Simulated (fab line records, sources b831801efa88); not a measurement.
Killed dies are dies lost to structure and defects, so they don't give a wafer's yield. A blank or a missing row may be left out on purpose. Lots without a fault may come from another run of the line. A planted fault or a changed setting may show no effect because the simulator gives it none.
fab line records | flow sky130
record lots=6 wafers=18 last_day=49
route steps=708 shown FIELD_ISO@1 PAD_OPEN@708
lots that met no fault: from a run of the same line without faults
start_h: hours from the record's first day to the start of the lot's first wafer shown | wait_h: hours since the lot's step before | " the same as in the row above | L1.1+2: a row that stands for several wafers | - no value, or no start given | * or withheld: withheld | < > ~ a bound
route shown NAME@n: a module of which the file shows steps, and the number in the route of the first | usual: mean/standard deviation of fault-free wafers | same: alike in all rows | chamber/n: place in a boat | sites: the reading at each site | _std_site: their standard deviation | _edge_site: outer sites' mean less inner sites' | radius_mm: how far each site lies from the wafer's centre | mask NAME#n: copy n | behind: the tool/chamber that last shaped the wafer | hold: why the lot was held/for how many hours/how that ended | device: the transistor (n, p or np) that didn't switch | end of line: the same wafers' tests at the end of the route | a step without rows: its recipe alone | killed: dies lost to structure and defects at the first sort, not the wafer's yield | map: a wafer's dies, x killed, . not, _ none there
set.NAME: the setting as run; set.NAME@STEP: as run at that earlier step | model.NAME: the simulator's own value behind a step, which no gauge read
lots at some steps of the route; a table a step, a row a wafer
services: from which hour (start_h, from the record's first day; less than 0 if before it) a tool's chamber was out of use, for how many hours, and why
## steps
# step SKY_FIELD_ISO_BOW_MEAS_00
# recipe mode=bow
# usual INCOMING_BOW=0/6.3
# columns lot.wafer tool chamber start_h wait_h INCOMING_BOW[um]
L768.1 film_metro-04 - 30.00 - 6
L768.4 " - " " -1
L768.5 " - " " -11
L771.3 film_metro-02 - 45.04 - 0
L771.4 " - " " -1
L771.6 " - " " -11
L772.3 film_metro-03 - 50.04 - 7
L772.4 " - " " 1
L772.5 " - " " 5
L775.2 film_metro-04 - 65.02 - -8
L775.4 " - " " 0
L775.6 " - " " 3
L781.2 film_metro-04 - 95.02 - 6
L781.3 " - " " 11
L781.4 " - " " 0
L782.2 film_metro-02 - 100.02 - 7
L782.5 " - " " 4
L782.6 " - " " -5
# step SKY_FIELD_ISO_OXIDATION_01
# recipe temp_c=900 ambient=O2 stabilise_s=600 purge_s=300 target_thk_a=120 ox_time_s=1843
# usual spike_tc_bottom_C=919.5/1.7 spike_tc_lower_C=900.5/1 zone_power_top_pct=31.9/0.65
# columns lot.wafer tool chamber start_h wait_h spike_tc_bottom_C spike_tc_lower_C zone_power_top_pct
L768.1 furnace-01 0 31.59 1.6 918.1 900.0 31.8
L768.4 " 0 " " 917.8 900.0 32.0
L768.5 " 0 " " 918.6 899.4 31.8
L771.3 furnace-02 0 45.12 0.1 923.2 901.9 32.4
L771.4 " 0 " " 919.4 899.5 32.4
L771.6 " 0 " " 922.5 902.7 32.7
L772.3 furnace-01 0 50.47 0.4 918.4 899.9 32.3
L772.4 " 0 " " 917.6 901.6 31.5
L772.5 " 0 " " 919.0 900.6 31.2
L775.2 furnace-01 0 67.39 2.4 918.1 900.5 31.9
L775.4 " 0 " " 921.1 899.9 32.0
L775.6 " 0 " " 918.5 902.9 30.8
L781.2 furnace-02 0 95.88 0.8 920.6 899.5 32.5
L781.3 " 0 " " 923.4 901.2 32.5
L781.4 " 0 " " 919.4 900.2 33.5
L782.2 furnace-02 0 100.33 0.3 920.5 899.1 32.7
L782.5 " 0 " " 923.7 901.7 32.7
L782.6 " 0 " " 920.9 901.4 32.6
# step SKY_FIELD_ISO_THK_MEAS_02
# recipe reads=SiO2_of_FIELD_ISO_OXIDATION_01
# usual FIELD_ISO_OXIDATION_00_THK=12.13/0.21
# columns lot.wafer tool chamber start_h wait_h FIELD_ISO_OXIDATION_00_THK[nm]
L768.1 film_metro-03 - 33.11 0.0 12.31
L768.4 " - " " 12.41
L768.5 " - " " 12.51
L771.3 film_metro-03 - 46.65 0.0 12.28
L771.4 " - " " 12.26
L771.6 " - " " 12.20
L772.3 film_metro-04 - 52.00 0.0 12.30
L772.4 " - " " 12.23
L772.5 " - " " 12.12
L775.2 film_metro-04 - 68.92 0.0 11.91
L775.4 " - " " 12.02
L775.6 " - " " 12.14
L781.2 film_metro-04 - 97.40 0.0 12.32
L781.3 " - " " 12.11
L781.4 " - " " 12.17
L782.2 film_metro-04 - 101.86 0.0 11.89
L782.5 " - " " 12.04
L782.6 " - " " 11.85
# step SKY_FIELD_ISO_CVD_03
# recipe material=Si3N4 precursor=DCS/NH3 target_thk_nm=165 temp_c=770 time_s=2830 pressure_mtorr=250
# step SKY_FIELD_ISO_THK_MEAS_04
# recipe reads=Si3N4_of_FIELD_ISO_CVD_03
# usual FIELD_ISO_CVD_03_THK=164.8/1.3
# columns lot.wafer tool chamber start_h wait_h FIELD_ISO_CVD_03_THK[nm]
L768.1 film_metro-02 - 34.95 0.0 163.4
L768.4 " - " " 163.2
L768.5 " - " " 164.8
L771.3 film_metro-02 - 49.41 0.0 164.8
L771.4 " - " " 164.2
L771.6 " - " " 164.7
L772.3 film_metro-03 - 53.85 0.0 163.2
L772.4 " - " " 165.3
L772.5 " - " " 163.8
L775.2 film_metro-03 - 73.22 0.0 163.2
L775.4 " - " " 164.0
L775.6 " - " " 164.8
L781.2 film_metro-04 - 99.25 0.0 166.9
L781.3 " - " " 166.5
L781.4 " - " " 165.7
L782.2 film_metro-03 - 103.70 0.0 167.0
L782.5 " - " " 164.3
L782.6 " - " " 163.9
# step SKY_FIELD_ISO_DEHYDRATE_05
# recipe temp_c=200 time_s=60
# step SKY_FIELD_ISO_HMDS_06
# recipe prime_time_s=60 prime_temp_c=120
# step SKY_FIELD_ISO_COAT_07
# recipe resist=BARC temp_c=withheld time_s=withheld spin_rpm=3000 resist_thk_nm=60
# step SKY_FIELD_ISO_COAT_08
# recipe resist=KrF-thick spin_rpm=3000 resist_thk_nm=450
# step SKY_FIELD_ISO_SOFTBAKE_09
# recipe temp_c=100 time_s=90 resist=KrF-thick
# step SKY_FIELD_ISO_EXPOSE_10
# recipe mask_id=FOM na=0.68 source_shape=annular sigma_inner=0.4 sigma_outer=0.8 target_cd_nm=150 dose_mj=28
# step SKY_FIELD_ISO_PEB_11
# recipe peb_temp_c=withheld peb_time_s=withheld resist=KrF-thick
# step SKY_FIELD_ISO_DEVELOP_12
# recipe develop_time_s=60 resist=KrF-thick dev_temp_c=21
# step SKY_FIELD_ISO_CD_MEAS_13
# recipe target_cd_nm=150
# usual cd_nm=149.9/1.8
# columns lot.wafer tool chamber start_h wait_h cd_nm
L768.1 cd_sem-02 - 50.40 - 149.5
L768.4 " - " " 149.3
L768.5 " - " " 151.0
L771.3 cd_sem-01 - 65.48 - 150.0
L771.4 " - " " 150.5
L771.6 " - " " 148.9
L772.3 cd_sem-01 - 69.33 - 153.0
L772.4 " - " " 153.1
L772.5 " - " " 153.7
L775.2 cd_sem-02 - 90.01 - 150.4
L775.4 " - " " 149.9
L775.6 " - " " 151.1
L781.2 cd_sem-01 - 116.57 - 149.8
L781.3 " - " " 150.7
L781.4 " - " " 150.9
L782.2 cd_sem-02 - 121.19 - 150.1
L782.5 " - " " 150.0
L782.6 " - " " 149.2
# step SKY_FIELD_ISO_ETCH_14
# recipe chemistry=N2/H2 target=BARC ion_energy_ev=200 source_w=500 bias_w=100 pressure_mtorr=30 n2_flow_sccm=100 h2_flow_sccm=200 stop_on=SiO2 time_s=45.9 target_depth_a=600
# usual drypump_motor_current_A=6.0/0.36 h2_flow_sccm=200.0/0.66 oes_product_au=0.854/0.0052 throttle_valve_pct=13.226/0.0096
# columns lot.wafer tool chamber start_h wait_h drypump_motor_current_A h2_flow_sccm oes_product_au rf_hours_counter_h throttle_valve_pct
L768.1 rie_diel-04 3 50.52 0.1 6.8 201.0 0.858 168 13.233
L768.4 " 0 " " 6.3 199.4 0.853 75 13.222
L768.5 " 1 " " 5.9 199.0 0.861 - 13.225
L771.3 rie_diel-02 2 65.56 0.1 6.1 200.0 0.852 130 13.227
L771.4 " 1 " " 5.3 199.5 0.849 86 13.239
L771.6 " 0 " " 6.2 199.8 0.863 - 13.210
L772.3 rie_diel-03 2 69.41 0.1 5.7 200.5 0.866 5 13.226
L772.4 " 1 " " 5.6 200.4 0.863 - 13.229
L772.5 " 2 " " 5.7 201.3 0.855 - 13.237
L775.2 rie_diel-03 2 90.11 0.1 5.7 198.7 0.858 6 13.240
L775.4 " 1 " " 5.7 200.7 0.856 148 13.225
L775.6 " 0 " " 6.0 200.0 0.850 - 13.208
L781.2 rie_diel-04 3 116.67 0.1 6.8 200.1 0.864 0 13.224
L781.3 " 0 " " 6.3 201.0 0.851 76 13.210
L781.4 " 1 " " 6.0 199.8 0.853 133 13.212
L782.2 rie_diel-02 2 121.29 0.1 6.1 199.5 0.847 131 13.226
L782.5 " 2 " " 6.1 200.4 0.853 - 13.227
L782.6 " 3 " " 5.6 198.9 0.845 - 13.224
# step SKY_FIELD_ISO_ETCH_15
# recipe chemistry=CHF3/O2 target_depth_nm=180 stop_on=Si source_w=600 bias_w=200 pressure_mtorr=40 chf3_flow_sccm=50 O2_flow_sccm=5 time_s=72
# usual O2_flow_sccm=5.000/0.016 drypump_motor_current_A=6.0/0.36 oes_product_au=0.945/0.0059 throttle_valve_pct=8.845/0.009
# columns lot.wafer tool chamber start_h wait_h O2_flow_sccm drypump_motor_current_A oes_product_au rf_hours_counter_h throttle_valve_pct
L768.1 rie_diel-04 3 50.56 0.0 4.974 6.8 0.934 168 8.850
L768.4 " 0 " " 5.017 6.2 0.935 75 8.844
L768.5 " 1 " " 5.023 5.9 0.944 - 8.842
L771.3 rie_diel-02 2 65.61 0.0 5.013 6.0 0.947 130 8.851
L771.4 " 1 " " 4.982 5.4 0.934 86 8.847
L771.6 " 0 " " 5.003 6.1 0.953 - 8.832
L772.3 rie_diel-03 2 69.46 0.0 5.002 5.7 0.938 5 8.846
L772.4 " 1 " " 5.004 5.7 0.945 - 8.858
L772.5 " 2 " " 5.013 5.7 0.944 - 8.853
L775.2 rie_diel-03 2 90.16 0.0 4.986 5.7 0.952 6 8.848
L775.4 " 1 " " 4.994 5.7 0.941 148 8.846
L775.6 " 0 " " 4.983 6.0 0.941 - 8.842
L781.2 rie_diel-04 3 116.71 0.0 5.035 6.8 0.951 0 8.859
L781.3 " 0 " " 5.007 6.3 0.948 76 8.834
L781.4 " 1 " " 5.008 6.0 0.943 133 8.847
L782.2 rie_diel-02 2 121.34 0.0 5.001 6.0 0.949 131 8.852
L782.5 " 2 " " 5.000 6.0 0.946 - 8.835
L782.6 " 3 " " 5.014 5.6 0.939 - 8.841
# step SKY_FIELD_ISO_STRIP_16
# recipe chemistry=O2/N2 power_w=1400 pressure_mtorr=1500 platen_temp_c=withheld o2_flow_sccm=3000 n2_flow_sccm=300 overash_fraction=0.5
# usual drypump_motor_current_A=6.0/0.36 o2_flow_sccm=3000/10 oes_product_au=0.377/0.0049 strip_time_to_endpoint_s=3.534/0.03
# columns lot.wafer tool chamber start_h wait_h drypump_motor_current_A o2_flow_sccm oes_product_au rf_hours_counter_h strip_time_to_endpoint_s
L768.1 plasma_asher-01 1 50.61 0.0 6.1 2997 0.375 26 3.549
L768.4 " 1 " " 6.1 2999 0.379 - 3.503
L768.5 " 1 " " 6.1 3006 0.372 - 3.481
L771.3 plasma_asher-01 0 65.70 0.1 6.6 3001 0.375 - 3.555
L771.4 " 1 " " 6.1 3001 0.377 - 3.556
L771.6 " 0 " " 6.6 2993 0.379 - 3.561
L772.3 plasma_asher-02 1 69.55 0.1 5.8 3012 0.379 - 3.561
L772.4 " 0 " " 6.1 3003 0.387 - 3.548
L772.5 " 0 " " 6.1 3006 0.379 - 3.589
L775.2 plasma_asher-04 1 90.21 0.0 5.8 2982 0.382 41 3.510
L775.4 " 1 " " 5.8 2986 0.371 - 3.461
L775.6 " 0 " " 5.4 2994 0.377 - 3.495
L781.2 plasma_asher-02 1 116.76 0.0 5.7 3001 0.380 42 3.522
L781.3 " 1 " " 5.7 2987 0.368 - 3.508
L781.4 " 0 " " 6.1 3003 0.368 - 3.522
L782.2 plasma_asher-01 0 121.39 0.0 6.6 2990 0.388 33 3.553
L782.5 " 1 " " 6.1 2993 0.379 - 3.541
L782.6 " 0 " " 6.6 3008 0.382 - 3.557
# step SKY_FIELD_ISO_ETCH_17
# recipe target_depth_a=3420 mask_material=Si3N4 chemistry=HBr/Cl2/O2 target=Si taper_deg=5 icp_w=600 bias_w=150 pressure_mtorr=15 HBr_flow_sccm=150 Cl2_flow_sccm=40 O2_flow_sccm=6 time_s=97.7
# usual O2_flow_sccm=6.001/0.019 drypump_motor_current_A=5.8/0.48 oes_product_au=1.001/0.0084 throttle_valve_pct=25.656/0.0099
# columns lot.wafer tool chamber start_h wait_h O2_flow_sccm drypump_motor_current_A oes_product_au rf_hours_counter_h throttle_valve_pct
L768.1 rie_si-02 3 50.71 0.1 5.988 6.7 1.008 37 25.657
L768.4 " 1 " " 6.010 5.7 0.989 - 25.665
L768.5 " 3 " " 6.017 6.7 1.013 - 25.639
L771.3 rie_si-01 1 65.76 0.0 6.009 5.8 0.994 145 25.662
L771.4 " 3 " " 6.033 6.1 1.006 33 25.666
L771.6 " 3 " " 6.010 6.0 1.006 - 25.666
L772.3 rie_si-02 3 69.61 0.0 5.967 6.7 1.017 38 25.650
L772.4 " 0 " " 5.999 5.5 1.005 61 25.649
L772.5 " 0 " " 6.027 5.5 1.005 - 25.655
L775.2 rie_si-01 0 90.31 0.1 5.985 5.6 0.989 91 25.662
L775.4 " 2 " " 5.997 4.9 1.011 1 25.650
L775.6 " 0 " " 6.031 5.6 0.995 - 25.656
L781.2 rie_si-01 2 116.86 0.1 6.027 4.9 0.999 1 25.654
L781.3 " 3 " " 6.019 6.0 1.007 33 25.646
L781.4 " 2 " " 6.013 4.9 0.995 - 25.674
L782.2 rie_si-02 0 121.49 0.1 5.984 5.5 1.011 62 25.646
L782.5 " 1 " " 5.998 5.7 0.999 - 25.678
L782.6 " 2 " " 5.983 5.9 1.005 - 25.652
# step SKY_FIELD_ISO_WET_ETCH_18
# recipe chemistry=H3PO4 target_depth_nm=25 temp_c=160 target=Si3N4 time_s=286
# step SKY_FIELD_ISO_CLEAN_19
# recipe chemistry=SC1/SC2 mix=1:4:20 temp_c=70 time_s=150
# step SKY_FIELD_ISO_CLEAN_20
# recipe chemistry=dHF time_s=20 dilution=100:1
# step SKY_FIELD_ISO_WET_ETCH_21
# recipe chemistry=dHF dilution=100:1 target_depth_nm=20 dry=ipa_marangoni target=SiO2 temp_c=25 time_s=400
# step SKY_FIELD_ISO_OXIDATION_22
# recipe temp_c=950 ambient=O2 stabilise_s=600 purge_s=300 target_thk_a=100 ox_time_s=623
# step SKY_FIELD_ISO_THK_MEAS_23
# recipe reads=SiO2_of_FIELD_ISO_OXIDATION_22
# usual FIELD_ISO_OXIDATION_01_THK=10.07/0.16
# columns lot.wafer tool chamber start_h wait_h FIELD_ISO_OXIDATION_01_THK[nm]
L768.1 film_metro-03 - 53.16 0.0 9.89
L768.4 " - " " 10.09
L768.5 " - " " 9.99
L771.3 film_metro-03 - 69.18 0.0 10.19
L771.4 " - " " 10.28
L771.6 " - " " 10.26
L772.3 film_metro-04 - 71.75 0.0 9.94
L772.4 " - " " 10.13
L772.5 " - " " 10.06
L775.2 film_metro-04 - 92.41 0.0 10.01
L775.4 " - " " 10.19
L775.6 " - " " 10.25
L781.2 film_metro-03 - 118.71 0.0 10.19
L781.3 " - " " 10.36
L781.4 " - " " 10.15
L782.2 film_metro-02 - 123.02 0.0 10.27
L782.5 " - " " 10.18
L782.6 " - " " 10.27
# step SKY_FIELD_ISO_CVD_24
# recipe material=SiO2 target_thk_nm=595 temp_c=650 sigma_open_frac=0.3 time_s=99.2 sih4_flow_sccm=60 pressure_mtorr=6
# step SKY_FIELD_ISO_THK_MEAS_25
# recipe reads=SiO2_of_FIELD_ISO_CVD_24
# usual FIELD_ISO_CVD_24_THK=595/5.8
# columns lot.wafer tool chamber start_h wait_h FIELD_ISO_CVD_24_THK[nm]
L768.1 film_metro-04 - 53.29 0.0 586
L768.4 " - " " 598
L768.5 " - " " 587
L771.3 film_metro-04 - 69.31 0.1 595
L771.4 " - " " 591
L771.6 " - " " 591
L772.3 film_metro-03 - 71.88 0.1 595
L772.4 " - " " 589
L772.5 " - " " 598
L775.2 film_metro-02 - 92.55 0.0 593
L775.4 " - " " 592
L775.6 " - " " 595
L781.2 film_metro-02 - 118.84 0.0 593
L781.3 " - " " 593
L781.4 " - " " 593
L782.2 film_metro-04 - 123.15 0.0 600
L782.5 " - " " 601
L782.6 " - " " 597
# step SKY_FIELD_ISO_ANNEAL_26
# recipe temp_c=1000 time_s=1800 ambient=N2
# step SKY_FIELD_ISO_CMP_27
# recipe stop_on=Si3N4 t_overpolish_s=16 down_force_psi=4 platen_rpm=60 target_thk_nm=457.8 pad_velocity_m_s=0.94248
# usual motor_current_A=12.2/0.99 overpolish_run_s=15.999/0.0089 platen_rpm=60.00/0.046 slurry_filter_dp_kPa=13.49/0.13 time_to_endpoint_s=114/4
# columns lot.wafer tool chamber start_h wait_h motor_current_A overpolish_run_s platen_rpm slurry_filter_dp_kPa time_to_endpoint_s
L768.1 cmp-01 3 55.62 0.0 13.1 16.000 59.94 13.66 107
L768.4 " 2 " " 12.8 16.009 59.94 13.31 111
L768.5 " 3 " " 12.4 16.010 59.95 13.40 110
L771.3 cmp-02 1 71.94 0.0 11.7 16.012 60.01 13.73 112
L771.4 " 0 " " 11.4 16.007 59.94 13.44 115
L771.6 " 2 " " 11.2 16.003 59.92 13.54 114
L772.4 cmp-01 3 73.54 0.1 13.2 15.992 60.02 13.35 112
L772.3 " 0 " " 13.0 15.988 60.06 13.32 109
L772.5 " 2 " " 13.2 15.999 59.98 13.46 111
L775.2 cmp-02 0 94.10 0.0 10.8 16.007 59.92 13.43 111
L775.4 " 3 " " 11.8 15.994 59.94 13.65 116
L775.6 " 1 " " 11.7 16.004 59.96 13.75 110
L781.3 cmp-02 0 121.32 0.1 10.6 15.996 60.01 13.69 114
L781.2 " 1 " " 11.8 16.007 60.02 13.50 112
L781.4 " 2 " " 10.7 15.991 59.97 13.54 115
L782.2 cmp-01 0 125.56 0.1 12.8 15.984 60.00 13.58 113
L782.6 " 3 " " 13.6 15.993 60.08 13.78 112
L782.5 " 0 " " 13.1 15.993 59.98 13.57 109
# step SKY_FIELD_ISO_WET_ETCH_28
# recipe chemistry=dHF target_depth_nm=23.7 target=SiO2 dilution=10:1 temp_c=25 time_s=47
# step SKY_FIELD_ISO_WET_ETCH_29
# recipe chemistry=H3PO4 target_depth_nm=160 target=Si3N4 temp_c=160 time_s=1825
# step SKY_FIELD_ISO_WET_ETCH_30
# recipe chemistry=dHF target_depth_nm=25 target=SiO2 dilution=10:1 temp_c=25 time_s=50
# step SKY_PAD_OPEN_PROBE_99
# usual killed_at_M0_to_M3=43/6.5 killed_at_M4_up=3.2/1.8 killed_at_contacts=24/5.2 killed_at_front_end=15/4 killed_at_other=0.4/0.69 killed_dies=86/8.7 killed_open=47/7 killed_short=39/5.7
# same gross_dies=492 killed_at_back_side=0
# columns lot.wafer tool chamber start_h wait_h killed_at_M0_to_M3 killed_at_M4_up killed_at_contacts killed_at_front_end killed_at_other killed_dies killed_open killed_short
L775.2 prober-01 - 1144.82 0.1 49 4 25 14 0 92 45 47
L775.4 prober-01 - 1144.92 0.2 34 5 23 21 0 83 38 44
L775.6 prober-01 - 1145.02 0.2 38 4 28 16 0 86 48 37
L781.2 prober-01 - 1174.01 0.1 35 8 13 99 0 155 25 37
L781.3 prober-01 - 1174.06 0.2 44 1 24 76 0 145 48 33
L781.4 prober-01 - 1174.11 0.2 32 1 19 108 0 160 46 24
L782.2 prober-02 - 1174.62 0.1 38 6 19 101 0 164 35 42
L782.5 prober-02 - 1174.77 0.2 46 5 17 115 0 183 48 34
L782.6 prober-02 - 1174.82 0.2 41 2 20 97 0 160 43 32
# killed by level:class
L775.2 VIA1:geometric_particle:open=10 VIA3:geometric_particle:open=8 LOCAL_INTERCONNECT:geometric_particle:short=7 LI_CONTACT:geometric_particle:open=6 CONTACT:geometric_particle:short=6 METAL1:geometric_particle:short=6 VIA2:geometric_particle:open=6 FIELD_ISO:geometric_particle:open=5
L775.4 VIA1:geometric_particle:open=8 POLY_GATE:geometric_particle:short=7 METAL1:geometric_particle:short=7 LOCAL_INTERCONNECT:geometric_particle:short=7 CONTACT:geometric_particle:open=7 VIA3:geometric_particle:open=7 FIELD_ISO:geometric_particle:short=5 METAL4:geometric_particle:short=4
L775.6 VIA1:geometric_particle:short=8 VIA1:geometric_particle:open=8 LI_CONTACT:geometric_particle:open=7 LOCAL_INTERCONNECT:geometric_particle:short=6 CONTACT:geometric_particle:open=6 VIA3:geometric_particle:open=6 POLY_GATE:geometric_particle:open=5 VIA2:geometric_particle:open=5
L781.2 FIELD_ISO:unspecified=93 VIA1:geometric_particle:open=8 VIA1:geometric_particle:short=7 METAL4:geometric_particle:short=7 METAL1:geometric_particle:short=6 CONTACT:geometric_particle:short=5 VIA3:geometric_particle:open=5 CONTACT:geometric_particle:open=4
L781.3 FIELD_ISO:unspecified=63 VIA1:geometric_particle:open=11 VIA3:geometric_particle:open=9 CONTACT:geometric_particle:short=8 CONTACT:geometric_particle:open=8 METAL2:geometric_particle:short=7 LI_CONTACT:geometric_particle:open=6 FIELD_ISO:geometric_particle:short=4
L781.4 FIELD_ISO:unspecified=90 VIA1:geometric_particle:open=9 FIELD_ISO:geometric_particle:open=7 POLY_GATE:geometric_particle:open=7 CONTACT:geometric_particle:open=7 VIA2:geometric_particle:open=5 LI_CONTACT:geometric_particle:open=4 VIA1:geometric_particle:short=4
L782.2 FIELD_ISO:unspecified=87 VIA2:geometric_particle:open=9 CONTACT:geometric_particle:open=6 METAL1:geometric_particle:short=6 POLY_GATE:geometric_particle:open=5 LI_CONTACT:geometric_particle:short=5 VIA1:geometric_particle:short=5 VIA3:geometric_particle:short=5
L782.5 FIELD_ISO:unspecified=101 VIA2:geometric_particle:open=10 VIA1:geometric_particle:open=9 VIA3:geometric_particle:open=7 VIA1:geometric_particle:short=7 POLY_GATE:geometric_particle:short=5 CONTACT:geometric_particle:open=5 METAL2:geometric_particle:short=5
L782.6 FIELD_ISO:unspecified=85 VIA1:geometric_particle:open=11 CONTACT:geometric_particle:open=8 VIA3:geometric_particle:open=6 VIA2:geometric_particle:open=6 LI_CONTACT:geometric_particle:open=4 LI_CONTACT:geometric_particle:short=4 METAL1:geometric_particle:short=4
# map L781.4 (x killed, . not)
__________..x......x_________
________.x...x.xx.xx.._______
______.xx..x........xxx._____
_____.......x...xxx.....x____
____..xx..x...x....x......___
___.xxxxx...........xx.xxx.__
__.xx.......x.....x.....x..x_
_..x....x..xx...x.x..x.xx.x..
_..x...x.......x....xxxx..xx.
_...xxx.....xxx.x.xx.....x...
_x...x....x..xx...xx.x.....x.
_.xx.xxxx....x....x..x..xx.x.
_.xxxx....x.x............xxxx
_..x.xxx..x.....x...x...xx.xx
_...x..x..x.x..x........x....
__.x..x...x.xx......xxx....x_
___x...x....x.x.x.x.xxxx.x.__
____....xx..xx....xxx...x.___
_____.x.........x..x..x.x____
______......x....x......_____
________x.x.xxxx......_______
__________.x.......x_________
# map L782.5 (x killed, . not)
__________x......x.x_________
________x.xxx....xx..x_______
______xx.xx......x...xx._____
_____x...xx.x.xxxx.xx.x..____
____..x..x...x.xxx.x.xx...___
___.xx.......x.xxxxx...xxx.__
__.xx...x...xx..x...xxx....._
_x.x..xxx....x..x..x.xxx...xx
_xxx.x.x..x....x...x.xx...x..
_...xx..x.x.x...x.....x.x.x..
_.x...x......x......x.x..x...
_.x..x.x..x.x.xx.x.x.......xx
_xx..xx........xx...x.x..x...
_..x..x......xx..xx.x....x.x.
_x.x.x..x.....x...x..x..x.x.x
__x...x.xx.x....x.x......xx._
___.x......xxx..x..x.x.x.xx__
____.x...x.x.x.xxxx.....x.___
_____x.....xx.xxx...xx..x____
______....x.....xxx...x._____
________.x..x.....x.x._______
__________.....x..x._________
## services
# columns tool chamber start_h hours kind
rie_diel-02 1 17.27 4.3 repair
rie_si-02 2 29.63 29.1 repair
rie_si-02 - 31.42 14.6 pm
rie_diel-04 - 33.62 2.8 pm
cmp-01 - 42.94 0.4 repair
rie_diel-03 2 49.36 4.8 repair
cmp-02 - 53.38 3.8 pm
furnace-01 - 61.72 2.9 pm
cmp-02 - 64.00 4.0 pm
rie_diel-03 3 66.66 9.8 repair
cmp-02 - 68.00 - consumable_replace:conditioner
cmp-02 - 68.00 - consumable_replace:pad
rie_diel-02 3 69.02 4.0 repair
plasma_asher-02 - 80.71 8.3 repair
rie_diel-04 3 81.92 - clean
rie_diel-04 3 81.92 14.9 scheduled_down
rie_diel-04 3 81.92 14.9 vent_cycle
rie_si-02 3 98.33 3.8 repair
rie_si-01 1 101.46 - clean
rie_si-01 1 101.46 21.5 scheduled_down
rie_diel-04 3 102.17 8.1 repair
cmp-02 - 104.61 4.0 repair
plasma_asher-04 - 108.79 9.0 pm
rie_si-02 3 116.42 10.1 repair
## key
first_sign step=SKY_PAD_OPEN_PROBE_99 reading=killed_at_front_end direction=up sigmas=21 usual=15 struck=99
effect step=SKY_PAD_OPEN_PROBE_99 reading=killed_dies direction=up sigmas=8.6 usual=86 struck=161
met_at SKY_FIELD_ISO_OXIDATION_01
struck_wafers L781.2,L781.3,L781.4,L782.2,L782.5,L782.6
tester_left_out L781,L782
onset_between 45.12 95.88
also_fits time
fault kind=chamber_particle_source tool=furnace-02 chamber=- onset_h=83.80 steps=SKY_FIELD_ISO_OXIDATION_01 rate_per_visit_cm2=0.437 end_h=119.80
# tester_left_out: of these lots the tester's yield and bins aren't shown, on N5 and GAA mostly nor the transistor test; their killed dies are dies lost to structure and defects alone, not to doping, threshold or leakage, so they don't give the yield
